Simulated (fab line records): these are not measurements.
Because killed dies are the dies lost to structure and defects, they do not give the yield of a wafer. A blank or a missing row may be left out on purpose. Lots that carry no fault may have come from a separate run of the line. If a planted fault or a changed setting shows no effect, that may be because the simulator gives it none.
Matching of chambers -- flow gf180mcu -- GF_POLY_GATE_ETCH_13 on rie-si-01 has 4 sister chambers
The step etches poly-Si in HBr/Cl2, stops on SiO2, target depth 198.5 nm, time 69.6 s. 18 wafers are shown with their chamber, then 9 later ones without.

EACH WAFER AND ITS CHAMBER
wafer,chamber,drypump-motor-current-A (A),oes-product-au (a.u.),throttle-valve-pct (%)
L535.1,3,6.8,0.986,33.690
L535.2,1,5.4,0.984,33.688
L535.3,0,5.9,0.997,33.688
L536.4,1,5.4,0.986,33.675
L536.5,2,5.9,0.983,33.674
L536.6,1,5.4,0.980,33.689
L537.1,0,5.8,0.994,33.689
L537.4,2,5.9,0.997,33.689
L537.5,1,5.4,0.981,33.664
L538.2,3,6.8,0.997,33.676
L538.5,3,6.8,0.990,33.688
L538.6,2,5.9,0.991,33.700
L539.2,3,6.8,0.997,33.688
L539.3,0,5.9,1.002,33.681
L539.4,2,5.9,1.003,33.681
L543.1,3,6.8,1.002,33.676
L543.5,3,6.8,0.999,33.677
L543.6,2,5.9,0.990,33.700

SIGNATURES, as means of the wafers listed above
reading,chamber 0,chamber 1,chamber 2,chamber 3,scatter within a chamber
drypump-motor-current-A,5.867,5.400,5.900,6.800,0.0218
oes-product-au,0.99767,0.98275,0.99280,0.99517,0.00575
throttle-valve-pct,33.68600,33.67900,33.68880,33.68250,0.00934
Rule: for each reading, subtract the chamber's mean from the wafer's reading, divide by that reading's scatter and square the result; add these up over the readings and take the root, which gives the wafer's distance from the chamber. The wafer belongs to the nearest chamber; if the next one is less than 2 further off, it can't be placed. The scatter is the square root of a quotient: the sum, over the shown wafers, of each reading's squared deviation from its chamber's mean, divided by wafers minus chambers.

WAFERS MISSING THEIR CHAMBER
wafer,drypump-motor-current-A (A),oes-product-au (a.u.),throttle-valve-pct (%)
L544.1,5.9,0.987,33.669
L544.4,6.8,0.981,33.682
L544.5,5.9,0.984,33.673
L549.1,6.8,0.979,33.682
L549.4,5.9,0.990,33.687
L549.5,5.9,0.985,33.668
L550.3,5.8,1.007,33.669
L550.5,6.8,0.999,33.695
L550.6,5.9,0.991,33.684

EACH ONE'S CHAMBER
wafer,from the rows above,in truth
L544.1,can't be placed: 2 or 0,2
L544.4,3,3
L544.5,can't be placed: 2 or 0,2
L549.1,3,3
L549.4,can't be placed: 2 or 0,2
L549.5,can't be placed: 2 or 0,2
L550.3,can't be placed: 0 or 2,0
L550.5,3,3
L550.6,can't be placed: 2 or 0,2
Correctly placed: 3 of 9. Can't be placed from these rows: 6 (the true chamber is among the candidates in 6). Wrongly placed: 0.
